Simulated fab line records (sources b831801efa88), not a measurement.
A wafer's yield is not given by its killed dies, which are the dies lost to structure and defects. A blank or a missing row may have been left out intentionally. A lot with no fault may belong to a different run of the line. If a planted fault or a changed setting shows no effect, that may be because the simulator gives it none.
Problem report, 8D (eight disciplines) form, completed by code / flow sfq_line / the parts of the form that need people (team, actions taken, sign-off) are left out

== 1. WHAT IS WRONG ==
Across 2 wafers from 2 lots, M4_NB_RS at SFQ_M4_RS_MEAS_924 averages 0.506 ohm/sq, while fault-free wafers read 0.888 ohm/sq with a standard deviation of 0.011. That puts it -35 standard deviations away from the usual mean.
The step: measures by four-point-probe.
First observed at day 51 00:59: wafer L990.6, on film_metro-02. The record holds 42 wafers of 14 lots with a number at this step. Rule for "out", or "out of limits": more than 4 standard deviations from the usual mean. The other wafers with a number count as sound.

== 2. WHAT IT IS, AND WHAT IT ISN'T ==
question=which readings at this step | is=M4_NB_RS | is not=-
question=which lots | is=L990, L993 | is not=L976, L977, L979, L980, L981, L982, L983, L986, L987, L995, L997, L999
question=which wafers of those lots | is=L990.6, L993.4 | is not=L990.1, L990.2, L993.2, L993.3
question=read on which gauges | is=film_metro-02, film_metro-04 | is not=film_metro-03
question=when | is=from day 51 00:59 | is not=up to then (29 sound wafers); but 11 sound wafers of L993, L995, L997, L999 came after

== 3. SUSPECTS, AND WHAT RULES EACH OUT ==
Counting: any tool at a process step up to the reading remains a suspect provided it ran every lot that is out. Sound lots after the first of them don't rule it out here, since some wafers of a struck lot are sound.
- the gauge at SFQ_M4_RS_MEAS_924: ruled out. 2 gauges (film_metro-02, film_metro-04) read the wafers that are out.
- pvd_sputter-06 at SFQ_TRILAYER_M4_DEP_SPUTTER_091 (material Nb, target thk 200 nm, time 133.3 s): kept. Every lot that is out went through it, the first being L990 (day 51 00:53); the last sound lot it ran before that was L987 (day 50 21:17).
Left after counting: pvd_sputter-06 at SFQ_TRILAYER_M4_DEP_SPUTTER_091.

== 4. THE CAUSE (what the simulator had put in) ==
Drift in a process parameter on pvd_sputter-06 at SFQ_TRILAYER_M4_DEP_SPUTTER_091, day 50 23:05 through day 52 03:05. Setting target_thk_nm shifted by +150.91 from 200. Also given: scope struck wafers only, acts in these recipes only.
This tool alone remained once counting was done.

== 5. SEQUENCE OF EFFECTS, ordered by route ==
Rows list readings where the struck wafers' mean (over those with a number) sits beyond 3 standard deviations from the usual. Readings are gone through only where the record gives a usual standard deviation; hours: the median, over the lots, of the time from a lot's start at the first step in this table giving one to that lot's start at this step; sigmas: the change measured in usual standard deviations.
hours=0; step=SFQ_M4_RS_MEAS_924; reading=M4_NB_RS; usual=0.888 ohm/sq; on struck wafers=0.506; change=-0.382; sigmas=-35
hours=114; step=SFQ_TRILAYER_M4_ETCH_METAL_ETCH_096; reading=oes_product_au; usual=0.895 a.u.; on struck wafers=1.005; change=+0.110; sigmas=+13
The process steps in it:
- SFQ_TRILAYER_M4_ETCH_METAL_ETCH_096: etches Nb in Cl2/Ar, stops on SiO2, target depth 240 nm, time 120 s.

== 6. HOW IT WOULD HAVE BEEN CAUGHT EARLIER ==
2 hours passed between the start of the fault at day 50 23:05 and the first reading out of limits at a measuring or inspecting step in this record, taken at day 51 00:59.
Tool readings at SFQ_TRILAYER_M4_DEP_SPUTTER_091 with a usual standard deviation given in the record: none out on any struck wafer, hence no alarm at a limit of 4 standard deviations on them.
Of the lots that are out (2), L993 began SFQ_TRILAYER_M4_DEP_SPUTTER_091 on pvd_sputter-06 after day 51 00:59. It would have been spared by a hold on the tool at that moment.
